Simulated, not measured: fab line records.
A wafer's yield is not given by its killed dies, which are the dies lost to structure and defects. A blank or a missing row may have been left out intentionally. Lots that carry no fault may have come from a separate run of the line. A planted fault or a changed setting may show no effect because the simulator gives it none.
8D (eight disciplines) problem report, filled in by code / flow sky130 / the parts of the form that need people (team, actions taken, sign-off) are left out

1. WHAT WENT WRONG
At SKY_VIA2_STRIP_16, stripTimeToEndpointS averages 3.601 s over 3 wafers from 3 lots, while fault-free wafers read 4.044 s, standard deviation 0.021. Measured from the usual mean, that is -21 standard deviations.
The step: strips in O2/N2.
Earliest sighting: wafer L262.2 on plasmaAsher-02 at day 40 09:02. At this step, 31 wafers from 11 lots have a number in the record. By rule, "out" or "out of limits" means more than 4 standard deviations away from the usual mean. The rest of the wafers with a number are treated as sound.

2. WHAT THIS IS AND IS NOT
question=which readings at this step | is=stripTimeToEndpointS | is not=drypumpMotorCurrentA
question=which lots | is=L262, L263, L264 | is not=L251, L252, L253, L265, L268, L270, L271, L273
question=which wafers of those lots | is=L262.2, L263.2, L264.1 | is not=L262.6, L263.5, L264.3, L264.5
question=read on which tools | is=plasmaAsher-01, plasmaAsher-02, plasmaAsher-04 | is not=-
question=when | is=from day 40 09:02 | is not=up to then (10 sound wafers); but 18 sound wafers of L263, L264, L265, L268, L270, L271, L273 came after

3. SUSPECTS, AND WHAT RULES EACH OUT
Counting: if a tool at a process step up to the reading ran every lot that is out, it stays a suspect. Sound lots after the first of them don't rule it out here, since some wafers of a struck lot are sound.
- rieDiel-04 at SKY_VIA2_ETCH_15 (etches SiO2 in C4F8/O2/Ar, stops on TiN, target depth 546 nm, time 84 s): kept. It processed each lot that is out (first: L262, day 40 08:58); up to then, its last sound lot is L253 (day 36 17:18).
Left after counting: rieDiel-04 at SKY_VIA2_ETCH_15.

4. THE CAUSE (what the simulator had put in)
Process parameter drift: rieDiel-04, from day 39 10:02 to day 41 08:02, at SKY_VIA2_ETCH_15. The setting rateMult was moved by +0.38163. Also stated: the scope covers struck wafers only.
This tool alone remained once counting was done.

5. THE EFFECT CHAIN, in route order
One row per reading whose mean, taken over the struck wafers that have a number, lies over 3 standard deviations from the usual. Only readings for which the record gives a usual standard deviation are gone through. hours: the time from each lot's start at the first step in this table that gives one to its start at this step, as a median over the lots. sigmas: the change in usual standard deviations.
hours=0; step=SKY_VIA2_STRIP_16; reading=oesProductAu; usual=0.398 a.u.; on struck wafers=0.378; change=-0.020; sigmas=-3.8
hours=0; step=SKY_VIA2_STRIP_16; reading=stripTimeToEndpointS; usual=4.044 s; on struck wafers=3.601; change=-0.443; sigmas=-21
It contains these process steps:
- SKY_VIA2_STRIP_16: strips in O2/N2.

6. WHAT WOULD HAVE CAUGHT IT SOONER
In this record the first reading out of limits was taken at day 40 09:02, 23 hours after the fault began at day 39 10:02.
Tool readings at SKY_VIA2_ETCH_15 with a usual standard deviation given in the record: none out on any struck wafer, hence no alarm at a limit of 4 standard deviations on them.
Of the lots that are out (3), L263, L264 began SKY_VIA2_ETCH_15 on rieDiel-04 after day 40 09:02. A hold on the tool at that time would have spared those 2.
